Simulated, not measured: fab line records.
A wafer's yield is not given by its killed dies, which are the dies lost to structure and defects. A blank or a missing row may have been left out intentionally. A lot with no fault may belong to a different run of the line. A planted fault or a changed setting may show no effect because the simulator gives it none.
fab line records | flow sky130
record: lots: 12 | wafers: 36 | last-day: 50
route steps=708 shown VIA1@460 PAD_OPEN@708
lots untouched by any fault: they come from a run of this same line in which no faults occurred
start-h: hours from the record's opening day to when the first of the lot's shown wafers began | wait-h: time in hours since the lot's previous step | " the same as in the row above | L1.1+2: a row that stands for several wafers | - either no value or no given start | * or withheld: withheld | < > ~ a bound
route shown NAME@n: names a module that has steps shown in the file, with the first one's number in the route | usual: the fault-free wafers' mean and standard deviation | same: alike in all rows | chamber/n: place in a boat | sites: the reading at each site | _std_site: their standard deviation | _edge_site: mean of outer sites minus mean of inner sites | radius-mm: how far each site lies from the wafer's centre | mask NAME#n: copy n | behind: the most recent tool/chamber to have shaped the wafer | hold: reason for holding the lot/hours on hold/outcome of the hold | device: the n, p or np transistor that did not switch | end of line: tests run on the same wafers once the route is complete | for a step that has no rows: nothing shown but its recipe | killed: count of dies lost to structure and defects at first sort (not the wafer's yield) | map: dies across one wafer; x = killed, . = not, _ = none there
set.NAME: the setting as run; set.NAME@STEP: as run at that earlier step | model.NAME: the simulator's own value behind a step, which no gauge read
the route's steps for a sample of lots (tables are steps, rows are wafers)
services: when a tool's chamber went out of use (start-h, in hours from the record's first day, below 0 if earlier), for how many hours, and the reason
== steps ==
step: SKY_VIA1_CMP_02
recipe: material: SiO2 | down-force-psi: 4 | platen-rpm: 60 | pad-velocity-m-s: 0.94248
usual: motor-current-A: 13.1/1.1
lot.wafer | tool   | chamber | start-h | wait-h | motor-current-A
L445.3    | cmp-01 | 3       | 757.47  | 0.1    | 13.6
L445.2    | "      | 0       | "       | "      | 14.3
L445.6    | "      | 2       | "       | "      | 13.7
L447.1    | cmp-01 | 3       | 776.43  | 0.1    | 12.6
L447.2    | "      | 0       | "       | "      | 15.6
L447.5    | "      | 3       | "       | "      | 13.4
L449.3    | cmp-01 | 0       | 821.01  | 0.1    | 14.8
L449.4    | "      | 2       | "       | "      | 13.7
L449.6    | "      | 3       | "       | "      | 12.3
L450.4    | cmp-01 | 1       | 821.47  | 0.1    | 13.0
L450.5    | "      | 0       | "       | "      | 14.9
L450.6    | "      | 1       | "       | "      | 12.5
L451.4    | cmp-02 | 0       | 821.77  | 0.0    | 13.2
L451.1    | "      | 1       | "       | "      | 11.0
L451.5    | "      | 0       | "       | "      | 13.4
L452.3    | cmp-01 | 2       | 823.74  | 0.2    | 13.7
L452.5    | "      | 3       | "       | "      | 13.3
L452.6    | "      | 0       | "       | "      | 15.1
L454.1    | cmp-01 | 0       | 837.47  | 0.1    | 15.2
L454.3    | "      | 2       | "       | "      | 13.6
L454.5    | "      | 3       | "       | "      | 13.4
L455.3    | cmp-02 | 2       | 849.80  | 0.0    | 12.2
L455.1    | "      | 1       | "       | "      | 11.9
L455.5    | "      | 2       | "       | "      | 12.3
L456.2    | cmp-01 | 2       | 861.23  | 0.0    | 13.1
L456.4    | "      | 3       | "       | "      | 12.7
L456.1    | "      | 0       | "       | "      | 15.2
L460.2    | cmp-01 | 0       | 890.68  | 0.0    | 15.3
L460.5    | "      | 0       | "       | "      | 14.8
L460.6    | "      | 1       | "       | "      | 12.9
L461.3    | cmp-02 | 3       | 898.75  | 0.0    | 12.6
L461.2    | "      | 0       | "       | "      | 13.7
L461.4    | "      | 1       | "       | "      | 11.7
L468.1    | cmp-01 | 1       | 949.32  | 0.3    | 12.8
L468.4    | "      | 3       | "       | "      | 12.9
L468.5    | "      | 1       | "       | "      | 12.7
step: SKY_VIA1_ETCH_14
recipe: chemistry: N2/H2 | target: BARC | ion-energy-ev: 200 | source-w: 500 | bias-w: 100 | pressure-mtorr: 30 | n2-flow-sccm: 100 | h2-flow-sccm: 200 | stop-on: SiO2 | time-s: 45.9 | target-depth-a: 600
usual: bias-w: 100.04/0.29 | drypump-motor-current-A: 5.8/0.39 | oes-product-au: 0.855/0.0049 | throttle-valve-pct: 13.223/0.0082
lot.wafer | tool        | chamber | start-h | wait-h | bias-w | drypump-motor-current-A | oes-product-au | rf-hours-counter-h | throttle-valve-pct
L445.2    | rie-diel-01 | 0       | 784.34  | 0.0    | 100.43 | 5.4                     | 0.857          | 3                  | 13.218
L445.3    | "           | 1       | "       | "      | 99.47  | 6.4                     | 0.858          | 6                  | 13.227
L445.6    | "           | 0       | "       | "      | 100.57 | 5.4                     | 0.861          | -                  | 13.220
L447.1    | rie-diel-01 | 1       | 803.28  | 0.0    | 100.05 | 6.5                     | 0.848          | 7                  | 13.216
L447.2    | "           | 2       | "       | "      | 100.46 | 6.5                     | 0.856          | 24                 | 13.223
L447.5    | "           | 3       | "       | "      | 99.22  | 6.0                     | 0.862          | -                  | 13.209
L449.3    | rie-diel-04 | 2       | 847.22  | 0.0    | 100.21 | 5.7                     | 0.851          | 14                 | 13.227
L449.4    | "           | 1       | "       | "      | 100.24 | 5.8                     | 0.855          | -                  | 13.232
L449.6    | "           | 0       | "       | "      | 99.86  | 5.7                     | 0.852          | -                  | 13.230
L450.4    | rie-diel-02 | 2       | 847.38  | 0.0    | 99.91  | 5.8                     | 0.847          | 10                 | 13.218
L450.5    | "           | 2       | "       | "      | 99.78  | 5.8                     | 0.856          | -                  | 13.212
L450.6    | "           | 3       | "       | "      | 100.06 | 6.0                     | 0.852          | -                  | 13.234
L451.1    | rie-diel-01 | 0       | 848.17  | 0.0    | 100.44 | 5.4                     | 0.855          | 5                  | 13.229
L451.4    | "           | 1       | "       | "      | 100.25 | 6.4                     | 0.855          | 8                  | 13.228
L451.5    | "           | 1       | "       | "      | 99.72  | 6.4                     | 0.849          | -                  | 13.225
L452.3    | rie-diel-04 | 0       | 850.03  | 0.0    | 100.03 | 5.7                     | 0.860          | 8                  | 13.233
L452.5    | "           | 0       | "       | "      | 100.16 | 5.7                     | 0.857          | -                  | 13.239
L452.6    | "           | 1       | "       | "      | 100.24 | 5.8                     | 0.856          | -                  | 13.218
L454.1    | rie-diel-02 | 0       | 863.56  | 0.0    | 100.01 | 5.9                     | 0.860          | 11                 | 13.226
L454.3    | "           | 3       | "       | "      | 99.61  | 6.0                     | 0.845          | 4                  | 13.222
L454.5    | "           | 3       | "       | "      | 99.64  | 6.0                     | 0.856          | -                  | 13.209
L455.1    | rie-diel-01 | 1       | 875.89  | 0.0    | 99.80  | 6.4                     | 0.859          | 9                  | 13.220
L455.3    | "           | 3       | "       | "      | 100.15 | 6.0                     | 0.854          | 15                 | 13.221
L455.5    | "           | 2       | "       | "      | 99.56  | 6.4                     | 0.861          | -                  | 13.237
L456.1    | rie-diel-02 | 1       | 887.94  | 0.0    | 99.79  | 5.9                     | 0.857          | 0                  | 13.221
L456.2    | "           | 2       | "       | "      | 100.21 | 5.8                     | 0.859          | 11                 | 13.224
L456.4    | "           | 3       | "       | "      | 100.45 | 6.0                     | 0.857          | 5                  | 13.221
L460.2    | rie-diel-02 | 2       | 916.44  | 0.0    | 103.99 | 5.8                     | 0.853          | 12                 | 13.225
L460.5    | "           | 3       | "       | "      | 104.29 | 6.0                     | 0.857          | -                  | 13.218
L460.6    | "           | 2       | "       | "      | 103.92 | 5.8                     | 0.849          | -                  | 13.227
L461.2    | rie-diel-02 | 3       | 923.99  | 0.0    | 103.79 | 6.0                     | 0.853          | 6                  | 13.221
L461.3    | "           | 0       | "       | "      | 103.96 | 6.0                     | 0.855          | 13                 | 13.220
L461.4    | "           | 0       | "       | "      | 104.14 | 6.0                     | 0.851          | -                  | 13.208
L468.1    | rie-diel-04 | 2       | 973.84  | 0.0    | 100.06 | 5.7                     | 0.847          | 17                 | 13.228
L468.4    | "           | 0       | "       | "      | 100.27 | 5.7                     | 0.855          | 11                 | 13.223
L468.5    | "           | 2       | "       | "      | 100.55 | 5.6                     | 0.854          | -                  | 13.226
step: SKY_VIA1_ETCH_15
recipe: target: SiO2 | chemistry: C4F8/O2/Ar | target-depth-nm: 351 | stop-on: TiN | mask-material: KrF-thick | source-w: 1500 | bias-w: 1200 | pressure-mtorr: 40 | c4f8-flow-sccm: withheld | O2_flow_sccm: 6 | Ar_flow_sccm: 300 | time-s: 54
usual: bias-w: 1200/3.6 | oes-product-au: 0.987/0.0062
lot.wafer | tool        | chamber | start-h | wait-h | bias-w | oes-product-au | rf-hours-counter-h
L445.2    | rie-diel-01 | 0       | 784.38  | 0.0    | 1193   | 0.987          | 3
L445.3    | "           | 1       | "       | "      | 1197   | 0.987          | 6
L445.6    | "           | 0       | "       | "      | 1197   | 0.984          | -
L447.1    | rie-diel-01 | 1       | 803.33  | 0.0    | 1196   | 0.987          | 7
L447.2    | "           | 2       | "       | "      | 1201   | 0.997          | 24
L447.5    | "           | 3       | "       | "      | 1199   | 0.989          | -
L449.3    | rie-diel-04 | 2       | 847.26  | 0.0    | 1205   | 0.981          | 14
L449.4    | "           | 1       | "       | "      | 1202   | 0.988          | -
L449.6    | "           | 0       | "       | "      | 1204   | 0.990          | -
L450.4    | rie-diel-02 | 2       | 847.43  | 0.0    | 1194   | 0.988          | 10
L450.5    | "           | 2       | "       | "      | 1195   | 0.990          | -
L450.6    | "           | 3       | "       | "      | 1203   | 0.973          | -
L451.1    | rie-diel-01 | 0       | 848.21  | 0.0    | 1202   | 0.990          | 5
L451.4    | "           | 1       | "       | "      | 1195   | 0.980          | 8
L451.5    | "           | 1       | "       | "      | 1198   | 0.994          | -
L452.3    | rie-diel-04 | 0       | 850.08  | 0.0    | 1207   | 0.991          | 8
L452.5    | "           | 0       | "       | "      | 1198   | 0.986          | -
L452.6    | "           | 1       | "       | "      | 1198   | 0.984          | -
L454.1    | rie-diel-02 | 0       | 863.60  | 0.0    | 1202   | 0.986          | 11
L454.3    | "           | 3       | "       | "      | 1199   | 0.993          | 4
L454.5    | "           | 3       | "       | "      | 1198   | 0.978          | -
L455.1    | rie-diel-01 | 1       | 875.93  | 0.0    | 1200   | 0.988          | 9
L455.3    | "           | 3       | "       | "      | 1209   | 0.995          | 15
L455.5    | "           | 2       | "       | "      | 1207   | 0.992          | -
L456.1    | rie-diel-02 | 1       | 887.98  | 0.0    | 1203   | 0.990          | 0
L456.2    | "           | 2       | "       | "      | 1203   | 0.977          | 11
L456.4    | "           | 3       | "       | "      | 1196   | 0.987          | 5
L460.2    | rie-diel-02 | 2       | 916.48  | 0.0    | 1198   | 0.990          | 12
L460.5    | "           | 3       | "       | "      | 1197   | 0.987          | -
L460.6    | "           | 2       | "       | "      | 1201   | 0.985          | -
L461.2    | rie-diel-02 | 3       | 924.03  | 0.0    | 1196   | 0.992          | 6
L461.3    | "           | 0       | "       | "      | 1201   | 0.983          | 13
L461.4    | "           | 0       | "       | "      | 1201   | 0.989          | -
L468.1    | rie-diel-04 | 2       | 973.88  | 0.0    | 1206   | 0.986          | 17
L468.4    | "           | 0       | "       | "      | 1205   | 0.992          | 11
L468.5    | "           | 2       | "       | "      | 1202   | 0.990          | -
step: SKY_VIA1_THK_MEAS_23
recipe: thk-meas-gauge: xrf | reads: W_of_VIA1_CVD_21
usual: VIA1_W_THK: 271/3.7
lot.wafer | tool          | chamber | start-h | wait-h | VIA1_W_THK[nm]
L445.2    | film-metro-02 | -       | 785.30  | 0.1    | 268
L445.3    | "             | -       | "       | "      | 266
L445.6    | "             | -       | "       | "      | 269
L447.1    | film-metro-02 | -       | 804.31  | 0.1    | 278
L447.2    | "             | -       | "       | "      | 272
L447.5    | "             | -       | "       | "      | 275
L449.3    | film-metro-01 | -       | 848.19  | 0.1    | 273
L449.4    | "             | -       | "       | "      | 268
L449.6    | "             | -       | "       | "      | 271
L450.4    | film-metro-02 | -       | 848.37  | 0.1    | 275
L450.5    | "             | -       | "       | "      | 272
L450.6    | "             | -       | "       | "      | 271
L451.1    | film-metro-04 | -       | 849.12  | 0.1    | 265
L451.4    | "             | -       | "       | "      | 268
L451.5    | "             | -       | "       | "      | 266
L452.3    | film-metro-04 | -       | 851.07  | 0.1    | 267
L452.5    | "             | -       | "       | "      | 266
L452.6    | "             | -       | "       | "      | 269
L454.1    | film-metro-01 | -       | 864.52  | 0.1    | 273
L454.3    | "             | -       | "       | "      | 273
L454.5    | "             | -       | "       | "      | 271
L455.1    | film-metro-02 | -       | 876.86  | 0.1    | 275
L455.3    | "             | -       | "       | "      | 271
L455.5    | "             | -       | "       | "      | 267
L456.1    | film-metro-01 | -       | 888.90  | 0.1    | 272
L456.2    | "             | -       | "       | "      | 279
L456.4    | "             | -       | "       | "      | 276
L460.2    | film-metro-04 | -       | 917.41  | 0.1    | 268
L460.5    | "             | -       | "       | "      | 264
L460.6    | "             | -       | "       | "      | 269
L461.2    | film-metro-01 | -       | 925.04  | 0.1    | 267
L461.3    | "             | -       | "       | "      | 270
L461.4    | "             | -       | "       | "      | 268
L468.1    | film-metro-01 | -       | 974.80  | 0.1    | 274
L468.4    | "             | -       | "       | "      | 275
L468.5    | "             | -       | "       | "      | 275
step: SKY_PAD_OPEN_PROBE_99
usual: defect-limited-yield: 82.1/1.8 | killed_at_M0_to_M3: 45/6.9 | killed_at_M4_up: 3.2/1.8 | killed-at-contacts: 25/5.3 | killed-at-front-end: 16/4.3 | killed-at-other: 0.2/0.52 | killed-dies: 88/8.7 | killed-open: 48/6.5 | killed-short: 40/6 | sort_bin_3_pad_short: 0.9/0.4 | sort_bin_5_function: 10.8/1.5 | sort_bin_6_memory: 6.3/1 | sort-n-pass: 404/8.7 | sort-yield-pct: 82.1/1.8
same: gross-dies: 492 | killed-at-back-side: 0 | sort_bin_4_leakage[%]: 0 | sort_bin_8_speed[%]: 0
lot.wafer | tool      | chamber | start-h | wait-h | defect-limited-yield[%] | killed_at_M0_to_M3 | killed_at_M4_up | killed-at-contacts | killed-at-front-end | killed-at-other | killed-dies | killed-open | killed-short | sort_bin_3_pad_short[%] | sort_bin_5_function[%] | sort_bin_6_memory[%] | sort-n-pass | sort-yield-pct[%]
L460.2    | prober-02 | -       | 1173.19 | 0.1    | 82.7                    | 45                 | 3               | 21                 | 16                  | 0               | 85          | 45          | 40           | 0.8                     | 10.0                   | 6.5                  | 407         | 82.7
L460.5    | prober-02 | -       | 1173.34 | 0.2    | 84.8                    | 42                 | 3               | 17                 | 13                  | 0               | 75          | 40          | 34           | 1.0                     | 7.5                    | 6.7                  | 417         | 84.8
L460.6    | prober-02 | -       | 1173.39 | 0.2    | 80.7                    | 38                 | 6               | 29                 | 22                  | 0               | 95          | 56          | 39           | 0.6                     | 12.8                   | 5.9                  | 397         | 80.7
L461.2    | prober-01 | -       | 1176.59 | 0.1    | 80.7                    | 40                 | 5               | 35                 | 15                  | 0               | 95          | 52          | 43           | 0.6                     | 12.4                   | 6.3                  | 397         | 80.7
L461.3    | prober-01 | -       | 1176.64 | 0.2    | 80.5                    | 46                 | 4               | 25                 | 21                  | 0               | 96          | 57          | 39           | 0.6                     | 11.4                   | 7.5                  | 396         | 80.5
L461.4    | prober-01 | -       | 1176.69 | 0.2    | 81.5                    | 55                 | 2               | 17                 | 17                  | 0               | 91          | 50          | 41           | 0.6                     | 11.2                   | 6.7                  | 401         | 81.5
killed by level:class
L460.2 CONTACT:geometric-particle:open=11 METAL2:geometric-particle:short=9 VIA2:geometric-particle:open=9 VIA1:geometric-particle:open=7 METAL1:geometric-particle:short=5 VIA1:geometric-particle:short=5 FIELD_ISO:geometric-particle:open=4 POLY_GATE:geometric-particle:short=4
L460.5 CONTACT:geometric-particle:open=10 METAL1:geometric-particle:short=7 VIA1:geometric-particle:open=7 VIA2:geometric-particle:short=6 VIA2:geometric-particle:open=6 LI_CONTACT:geometric-particle:open=5 METAL3:geometric-particle:short=4 FIELD_ISO:geometric-particle:short=3
L460.6 CONTACT:geometric-particle:open=11 CONTACT:geometric-particle:short=8 VIA1:geometric-particle:open=8 FIELD_ISO:geometric-particle:open=6 POLY_GATE:geometric-particle:open=6 VIA3:geometric-particle:open=5 VIA2:geometric-particle:open=5 METAL4:geometric-particle:short=5
L461.2 CONTACT:geometric-particle:open=14 LI_CONTACT:geometric-particle:open=7 CONTACT:geometric-particle:short=7 VIA1:geometric-particle:open=7 VIA2:geometric-particle:open=5 VIA3:geometric-particle:open=5 FIELD_ISO:geometric-particle:open=4 VIA1:geometric-particle:short=4
L461.3 VIA1:geometric-particle:open=12 VIA1:geometric-particle:short=10 LI_CONTACT:geometric-particle:open=8 CONTACT:geometric-particle:open=8 VIA3:geometric-particle:open=7 METAL2:geometric-particle:short=6 POLY_GATE:geometric-particle:open=5 POLY_GATE:geometric-particle:short=5
L461.4 VIA1:geometric-particle:open=14 METAL1:geometric-particle:short=8 CONTACT:geometric-particle:open=7 VIA2:geometric-particle:open=7 POLY_GATE:geometric-particle:short=6 VIA1:geometric-particle:short=6 METAL3:geometric-particle:short=5 METAL2:geometric-particle:short=5
== services ==
tool        | chamber | start-h | hours | kind
cmp-01      | -       | 744.30  | 4.0   | pm
cmp-01      | -       | 748.30  | -     | consumable-replace:conditioner
cmp-01      | -       | 748.30  | -     | consumable-replace:pad
rie-diel-01 | -       | 771.43  | 0.7   | repair
rie-diel-02 | 1       | 787.12  | 11.1  | repair
rie-diel-02 | 2       | 792.87  | 17.4  | repair
rie-diel-01 | 2       | 810.01  | 1.8   | repair
rie-diel-02 | 2       | 836.68  | 4.6   | repair
rie-diel-04 | 2       | 853.39  | 14.0  | repair
rie-diel-02 | 1       | 860.73  | -     | clean
rie-diel-02 | 1       | 860.73  | 22.0  | scheduled-down
rie-diel-02 | 1       | 860.73  | 22.0  | vent-cycle
rie-diel-02 | 0       | 865.13  | 4.1   | repair
rie-diel-02 | -       | 896.32  | 1.2   | repair
cmp-02      | -       | 902.27  | 3.6   | repair
rie-diel-01 | 2       | 906.15  | 7.0   | repair
cmp-02      | -       | 912.29  | 4.0   | pm
rie-diel-04 | 0       | 915.29  | 6.4   | repair
rie-diel-02 | 1       | 922.30  | 7.3   | repair
cmp-01      | -       | 924.51  | 4.7   | pm
cmp-02      | -       | 944.16  | 17.6  | pm
rie-diel-01 | 2       | 944.41  | -     | clean
rie-diel-02 | 1       | 945.83  | 2.0   | repair
cmp-01      | -       | 965.00  | 1.7   | repair
== key ==
first-sign: step: SKY_VIA1_ETCH_14 | reading: bias-w | direction: up | sigmas: 14 | usual: 100.04 | struck: 104.01
effect none on later readings
met-at SKY_VIA1_ETCH_14
struck-lots L460,L461
not-acting-at SKY_VIA1_CMP_02,SKY_VIA1_ETCH_15,SKY_VIA1_THK_MEAS_23
onset-between 887.94 916.44
fault: kind: process-parameter-drift | tool: rie-diel-02 | chamber: - | onset-h: 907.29 | steps: SKY_VIA1_ETCH_14 | channel: bias-w | offset: 3.9061 | shape: step | end-h: 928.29 | acts-in: these-recipes-only | stated: 100
